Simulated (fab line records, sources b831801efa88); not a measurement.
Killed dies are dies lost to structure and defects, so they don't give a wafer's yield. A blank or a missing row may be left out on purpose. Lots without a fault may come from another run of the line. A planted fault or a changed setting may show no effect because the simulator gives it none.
A sampling plan put to the test | flow sky130 | one fab line, 21 faults that these records tell of, each judged on the records of the lots that it struck
The plan is the line's own looks: the steps of the route at which a gauge or an inspection reads the wafer and doesn't change it. A look can be judged if struck wafers have a number there and the file gives its usual mean and standard deviation on fault-free wafers. Caught: at a look after the fault's first step, the mean of the struck wafers lies 4 or more of those standard deviations (sigma) from the usual mean. On the tool: the same test on the tool's own readings at the fault's steps. Another recipe on the struck wafers, or a record that is blank for them alone, also counts as caught.

THE FAULTS, as the simulator had put them in
1. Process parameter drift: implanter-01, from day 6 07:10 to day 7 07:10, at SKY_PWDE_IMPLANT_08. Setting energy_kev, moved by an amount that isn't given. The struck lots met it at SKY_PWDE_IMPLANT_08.
2. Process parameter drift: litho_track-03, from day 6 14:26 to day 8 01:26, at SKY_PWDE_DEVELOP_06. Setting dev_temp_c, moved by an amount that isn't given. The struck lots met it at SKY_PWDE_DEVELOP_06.
3. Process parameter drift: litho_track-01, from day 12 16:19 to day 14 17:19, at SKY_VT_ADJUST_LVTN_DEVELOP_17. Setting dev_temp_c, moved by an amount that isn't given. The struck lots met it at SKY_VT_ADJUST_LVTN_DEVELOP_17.
4. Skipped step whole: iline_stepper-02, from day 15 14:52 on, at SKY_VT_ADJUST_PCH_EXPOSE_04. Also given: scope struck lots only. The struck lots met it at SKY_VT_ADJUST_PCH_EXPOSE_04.
5. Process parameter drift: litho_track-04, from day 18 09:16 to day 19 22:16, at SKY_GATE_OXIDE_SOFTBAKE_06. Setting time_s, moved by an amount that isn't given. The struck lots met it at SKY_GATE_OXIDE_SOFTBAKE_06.
6. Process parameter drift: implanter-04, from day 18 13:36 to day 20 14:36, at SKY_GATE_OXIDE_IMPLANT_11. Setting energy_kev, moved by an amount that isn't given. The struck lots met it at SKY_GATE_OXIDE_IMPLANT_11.
7. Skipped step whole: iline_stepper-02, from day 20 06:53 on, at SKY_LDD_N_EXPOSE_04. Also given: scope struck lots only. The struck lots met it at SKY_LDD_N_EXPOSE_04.
8. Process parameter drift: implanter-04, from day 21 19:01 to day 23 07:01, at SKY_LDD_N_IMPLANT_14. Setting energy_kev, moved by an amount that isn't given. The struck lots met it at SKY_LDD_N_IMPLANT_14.
9. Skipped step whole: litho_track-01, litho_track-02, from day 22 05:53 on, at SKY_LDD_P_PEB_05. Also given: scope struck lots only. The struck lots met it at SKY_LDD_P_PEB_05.
10. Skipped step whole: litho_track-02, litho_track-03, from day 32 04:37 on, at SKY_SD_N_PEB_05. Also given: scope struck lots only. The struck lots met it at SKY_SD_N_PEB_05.
11. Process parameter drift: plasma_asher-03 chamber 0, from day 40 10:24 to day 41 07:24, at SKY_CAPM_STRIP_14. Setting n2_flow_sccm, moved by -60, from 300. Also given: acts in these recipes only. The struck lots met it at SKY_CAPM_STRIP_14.
12. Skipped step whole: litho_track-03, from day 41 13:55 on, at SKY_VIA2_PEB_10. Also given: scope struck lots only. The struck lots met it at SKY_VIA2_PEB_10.
13. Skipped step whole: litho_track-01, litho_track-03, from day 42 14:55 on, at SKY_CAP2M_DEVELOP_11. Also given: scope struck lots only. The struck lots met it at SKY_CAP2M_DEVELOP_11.
14. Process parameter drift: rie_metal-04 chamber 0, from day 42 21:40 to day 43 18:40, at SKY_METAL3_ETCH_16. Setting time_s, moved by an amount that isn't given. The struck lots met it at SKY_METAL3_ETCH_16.
15. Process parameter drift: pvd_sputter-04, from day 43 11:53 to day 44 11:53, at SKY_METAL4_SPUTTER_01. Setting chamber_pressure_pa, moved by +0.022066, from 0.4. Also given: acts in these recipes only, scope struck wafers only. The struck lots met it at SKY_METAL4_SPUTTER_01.
16. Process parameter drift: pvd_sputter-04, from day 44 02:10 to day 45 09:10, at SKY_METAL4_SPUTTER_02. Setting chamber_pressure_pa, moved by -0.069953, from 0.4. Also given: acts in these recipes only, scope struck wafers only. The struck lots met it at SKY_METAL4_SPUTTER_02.
17. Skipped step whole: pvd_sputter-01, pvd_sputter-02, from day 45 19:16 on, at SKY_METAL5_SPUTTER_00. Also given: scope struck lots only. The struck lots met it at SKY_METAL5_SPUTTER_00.
18. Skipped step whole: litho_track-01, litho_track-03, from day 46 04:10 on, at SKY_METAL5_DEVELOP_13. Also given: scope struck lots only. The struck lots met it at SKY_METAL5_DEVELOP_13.
19. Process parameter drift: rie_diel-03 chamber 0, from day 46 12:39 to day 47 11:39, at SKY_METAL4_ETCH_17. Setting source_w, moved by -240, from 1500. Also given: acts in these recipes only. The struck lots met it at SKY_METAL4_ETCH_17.
20. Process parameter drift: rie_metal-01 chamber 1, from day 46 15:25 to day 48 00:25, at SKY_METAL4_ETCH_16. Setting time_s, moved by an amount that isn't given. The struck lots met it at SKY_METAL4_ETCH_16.
21. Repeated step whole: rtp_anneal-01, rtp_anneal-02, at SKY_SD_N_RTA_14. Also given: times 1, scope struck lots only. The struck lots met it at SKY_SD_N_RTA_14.

WHAT THE PLAN SAW
fault | on the tool itself                               | first look that catches it                   | reading, sigma | median hours from its first step to that look | hours from the fault's start to the first struck lot there | judged looks passed uncaught
1     | beam_energy_keV +99 or beyond sigma              | no look after it can be judged               | -              | -                                             | -                                                          | 0
2     | developer_temp_C +9.1 sigma                      | not the one look that can be judged after it | -              | -                                             | -                                                          | 1
3     | developer_temp_C +23 sigma                       | not the one look that can be judged after it | -              | -                                             | -                                                          | 1
4     | no reading that can be judged                    | no look after it can be judged               | -              | -                                             | -                                                          | 0
5     | heater_power_total_W +72 sigma                   | not the one look that can be judged after it | -              | -                                             | -                                                          | 1
6     | beam_energy_keV +99 or beyond sigma              | not the one look that can be judged after it | -              | -                                             | -                                                          | 1
7     | no reading that can be judged                    | no look after it can be judged               | -              | -                                             | -                                                          | 0
8     | beam_energy_keV -99 or beyond sigma              | no look after it can be judged               | -              | -                                             | -                                                          | 0
9     | no reading that can be judged                    | no look after it can be judged               | -              | -                                             | -                                                          | 0
10    | no reading that can be judged                    | not the one look that can be judged after it | -              | -                                             | -                                                          | 1
11    | n2_flow_sccm -66 sigma                           | no look after it can be judged               | -              | -                                             | -                                                          | 0
12    | no reading that can be judged                    | no look after it can be judged               | -              | -                                             | -                                                          | 0
13    | the tool's record is blank for the struck wafers | no look after it can be judged               | -              | -                                             | -                                                          | 0
14    | oes_product_au +37 sigma                         | no look after it can be judged               | -              | -                                             | -                                                          | 0
15    | chamber_pressure_pa +29 sigma                    | not the one look that can be judged after it | -              | -                                             | -                                                          | 1
16    | chamber_pressure_pa -82 sigma                    | no look after it can be judged               | -              | -                                             | -                                                          | 0
17    | the tool's record is blank for the struck wafers | not the one look that can be judged after it | -              | -                                             | -                                                          | 1
18    | the tool's record is blank for the struck wafers | no look after it can be judged               | -              | -                                             | -                                                          | 0
19    | rf_fwd_power_W -28 sigma                         | no look after it can be judged               | -              | -                                             | -                                                          | 0
20    | run_length_s -90 sigma                           | no look after it can be judged               | -              | -                                             | -                                                          | 0
21    | under 2 sigma                                    | no look after it can be judged               | -              | -                                             | -                                                          | 0
A dash: the fault isn't caught, or these records don't give the number.

Caught at a look: 0 of 21. Caught on the tool: 15 of 21. By one or the other: 15 of 21.
Caught on the tool alone: faults 1, 2, 3, 5, 6, 8, 11, 13, 14, 15, 16, 17, 18, 19, 20.
Caught by neither: faults 4, 7, 9, 10, 12, 21.
